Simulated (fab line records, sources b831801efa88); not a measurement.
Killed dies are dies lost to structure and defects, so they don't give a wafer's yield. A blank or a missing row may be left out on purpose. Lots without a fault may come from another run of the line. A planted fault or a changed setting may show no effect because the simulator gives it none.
One fault seen from 2 desks | flow gf180mcu | each desk has only its own numbers; what lay behind them comes last

THE METROLOGY DESK
What the gauges read, lot by lot, whatever tool the lot ran on: means of the sampled wafers that have a number. A lot is out of limits, marked OUT, if its mean lies more than 4 standard deviations from the usual mean; the brackets give that distance.
Columns: A = cd_nm at GF_HV_LDD_CD_MEAS_31, usual 399.3 nm; B = HV_LDD_CVD_56_THK at GF_HV_LDD_THK_MEAS_57, usual 89.8 nm
lot  | first seen here | A     | B
L370 | day 11 12:31    | 397.6 | 91.8
L372 | day 12 04:47    | 406.6 | 89.8
L373 | day 12 10:50    | 398.3 | 89.7
L375 | day 13 09:06    | 400.8 | 89.9
L376 | day 13 14:49    | 398.9 | 89.2
L380 | day 14 23:35    | 400.4 | 89.5
L384 | day 16 11:23    | 398.0 | 84.5 (-6.8) OUT
L385 | day 16 11:47    | 398.6 | 83.2 (-8.5) OUT
L386 | day 16 21:38    | 399.6 | 89.5
L391 | day 18 10:23    | 399.1 | 89.4
L392 | day 18 15:10    | 398.7 | 90.3
L393 | day 18 23:56    | 398.5 | 90.0
This desk's finding: out of limits on L384, L385; first on L384, day 17 15:07 (HV_LDD_CVD_56_THK at GF_HV_LDD_THK_MEAS_57). In limits: L370, L372, L373, L375, L376, L380, L386, L391, L392, L393.

THE TOOL OWNER'S DESK: lpcvd-01
The tool's own readings at GF_HV_LDD_CVD_56 (deposits Si3N4 from DCS/NH3, target thk 90 nm, time 1543 s): means of the sampled wafers that have a number, for each lot that ran on this tool. A lot is out of limits, marked OUT, if its mean lies more than 4 standard deviations from the usual mean; the brackets give that distance.
Columns: A = spike_tc_lower_C at GF_HV_LDD_CVD_56, usual 770.6 C; B = spike_tc_top_C at GF_HV_LDD_CVD_56, usual 782.5 C; C = spike_tc_upper_C at GF_HV_LDD_CVD_56, usual 770.1 C; D = susceptor_temp_C at GF_HV_LDD_CVD_56, usual 770.1 C
lot  | first seen here | A     | B     | C     | D
L370 | day 12 10:01    | 771.5 | 780.5 | 768.7 | 769.9
L375 | day 14 06:40    | 770.8 | 784.4 | 770.9 | 770.2
L376 | day 14 13:04    | 771.3 | 784.3 | 770.4 | 770.0
L384 | day 17 13:40    | 767.2 | 777.5 | 765.5 | 766.6 (-12) OUT
L385 | day 17 15:06    | 767.6 | 777.9 | 765.9 | 766.5 (-12) OUT
This desk's finding: out of limits on L384, L385; first on L384, day 17 13:40 (susceptor_temp_C at GF_HV_LDD_CVD_56). In limits: L370, L375, L376.

PUT TOGETHER
The tool owner's desk could have raised an alarm at day 17 13:40, on L384, L385.
The metrology desk could have raised an alarm at day 17 15:07, on L384, L385.
Of the lots named, all ran GF_HV_LDD_CVD_56 on lpcvd-01.

WHAT THE SIMULATOR HAD PUT IN
Process parameter drift: lpcvd-01, from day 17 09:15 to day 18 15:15, at GF_HV_LDD_CVD_56. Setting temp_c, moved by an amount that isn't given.
Lots struck among those shown: L384, L385.
Hours from the fault's start to each desk's first reading out of limits: the tool owner's desk, 4; the metrology desk, 6.
